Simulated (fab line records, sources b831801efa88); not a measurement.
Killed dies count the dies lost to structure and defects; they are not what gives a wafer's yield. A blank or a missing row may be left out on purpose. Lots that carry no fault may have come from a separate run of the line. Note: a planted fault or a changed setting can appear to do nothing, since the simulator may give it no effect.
The tool behind it: which one? -- flow sky130 -- 14 lots with 42 wafers sampled at 4 steps, on a route of 708 steps

## WHAT THE GAUGES SHOWED, per wafer
SKY_VIA4_BOW_MEAS_03.
lot,measured,on,VIA4_BOW (um)
L812,day 41 22:46,film metro-03,76 71 78
L813,day 42 05:16,film metro-02,72 72 83
L814,day 42 13:26,film metro-02,85 90 95
L816,day 43 02:23,film metro-02,85 84 99
L817,day 43 16:19,film metro-03,90 71 82
L818,day 44 01:09,film metro-02,82 69 76
L820,day 44 16:32,film metro-02,87 70 58
L821,day 45 01:44,film metro-03,83 78 79
L823,day 45 10:45,film metro-03,70 74 71
L825,day 45 13:47,film metro-01,69 90 76
L826,day 45 16:29,film metro-01,83 81 96
L831,day 46 18:20,film metro-02,79 74 84
L832,day 46 22:44,film metro-03,75 66 71
L835,day 47 17:34,film metro-03,71 80 79

SKY_VIA4_OVL_MEAS_11.
lot,measured,on,VIA4_OVL (nm)
L812,day 42 21:31,overlay-02,-3.3 -1.3 -1.0
L813,day 43 04:16,overlay-01,1.5 -0.6 0.3
L814,day 43 12:13,overlay-02,0.0 -0.2 -0.1
L816,day 44 00:28,overlay-01,-0.1 0.5 -0.9
L817,day 44 15:05,overlay-02,-0.8 -2.1 -2.3
L818,day 44 22:29,overlay-02,-1.1 1.2 0.8
L820,day 45 14:29,overlay-02,-1.6 -2.2 -2.2
L821,day 45 23:19,overlay-02,-0.9 -0.8 -1.4
L823,day 46 06:58,overlay-02,1.7 2.0 0.1
L825,day 46 11:01,overlay-02,-1.3 -1.0 -1.7
L826,day 46 13:10,overlay-01,1.6 0.9 0.7
L831,day 47 14:01,overlay-01,2.9 2.2 1.1
L832,day 47 19:07,overlay-02,0.4 0.5 -0.8
L835,day 48 13:01,overlay-02,-1.1 -1.1 -1.0

SKY_PASSIVATION_THK_MEAS_03.
lot,measured,on,PASSIVATION_CVD_02_THK (nm)
L812,day 43 22:13,film metro-01,543 549 561
L813,day 44 05:29,film metro-03,540 532 540
L814,day 44 13:08,film metro-01,531 534 540
L816,day 45 00:51,film metro-01,541 540 549
L817,day 45 15:57,film metro-04,542 533 545
L818,day 45 22:32,film metro-03,542 547 549
L820,day 46 14:05,film metro-03,539 537 544
L821,day 46 21:41,film metro-04,527 538 537
L823,day 47 06:32,film metro-01,540 565 542
L825,day 47 08:59,film metro-04,539 549 545
L826,day 47 12:13,film metro-04,548 536 546
L831,day 48 12:41,film metro-01,538 546 539
L832,day 48 17:26,film metro-04,543 550 553
L835,day 49 10:14,film metro-04,534 535 546

## WHICH TOOL RAN EACH LOT (tool, then ch and the chambers of the sampled wafers, then the start)
lot,SKY_METAL1_SPUTTER_02
L812,"pvd sputter-04, day 31 19:54"
L813,"pvd sputter-04, day 32 02:11"
L814,"pvd sputter-01, day 32 09:47"
L816,"pvd sputter-01, day 33 04:30"
L817,"pvd sputter-01, day 33 16:53"
L818,"pvd sputter-01, day 34 03:14"
L820,"pvd sputter-04, day 34 19:46"
L821,"pvd sputter-01, day 35 10:18"
L823,"pvd sputter-04, day 35 16:32"
L825,"pvd sputter-02, day 35 21:23"
L826,"pvd sputter-02, day 36 02:59"
L831,"pvd sputter-02, day 37 14:26"
L832,"pvd sputter-02, day 37 19:28"
L835,"pvd sputter-01, day 38 21:00"
- SKY_METAL1_SPUTTER_02: material AlCu, target thk 250 nm, time 13.3 s.

## WHAT THE TOOLS THEMSELVES READ (means of the sampled wafers that have a number; where no wafer has one, the mark that the record gives instead)
SKY_METAL1_SPUTTER_02.
lot,tool,throttle valve pct (%)
L812,pvd sputter-04,28.3
L813,pvd sputter-04,29.3
L814,pvd sputter-01,29.7
L816,pvd sputter-01,29.9
L817,pvd sputter-01,30.7
L818,pvd sputter-01,30.2
L820,pvd sputter-04,29.4
L821,pvd sputter-01,29.9
L823,pvd sputter-04,28.9
L825,pvd sputter-02,30.9
L826,pvd sputter-02,30.5
L831,pvd sputter-02,30.2
L832,pvd sputter-02,30.4
L835,pvd sputter-01,30.4

## THE ANSWER, worked out from the rows above alone
Rule: the usual values come from the lots themselves. The widest of any qualifying gaps counts: lots, ordered by their means at a reading, are off when they make up no more than a third of the lots, leave a main group of 4 or more, and stand apart from it by 3 or more times the standard deviation of that group's means. The tables above print the reading to a certain number of digits; a main group whose means all agree to those digits is not used. A lot without any number at a reading at which 4 lots or more have one is off too. Where the step has rows for the other lots, those lots are counted as sound. The gauges are gone through in route order, then the tools' own readings, and for those a lot's mean is taken as printed above. The first step at which some lot is off is used, and at that step the reading that is off furthest; a lot without a number counts as furthest.
Across all readings shown, no lot is off: no conclusion can be drawn from this.

## WHAT THE SIMULATOR PUT IN
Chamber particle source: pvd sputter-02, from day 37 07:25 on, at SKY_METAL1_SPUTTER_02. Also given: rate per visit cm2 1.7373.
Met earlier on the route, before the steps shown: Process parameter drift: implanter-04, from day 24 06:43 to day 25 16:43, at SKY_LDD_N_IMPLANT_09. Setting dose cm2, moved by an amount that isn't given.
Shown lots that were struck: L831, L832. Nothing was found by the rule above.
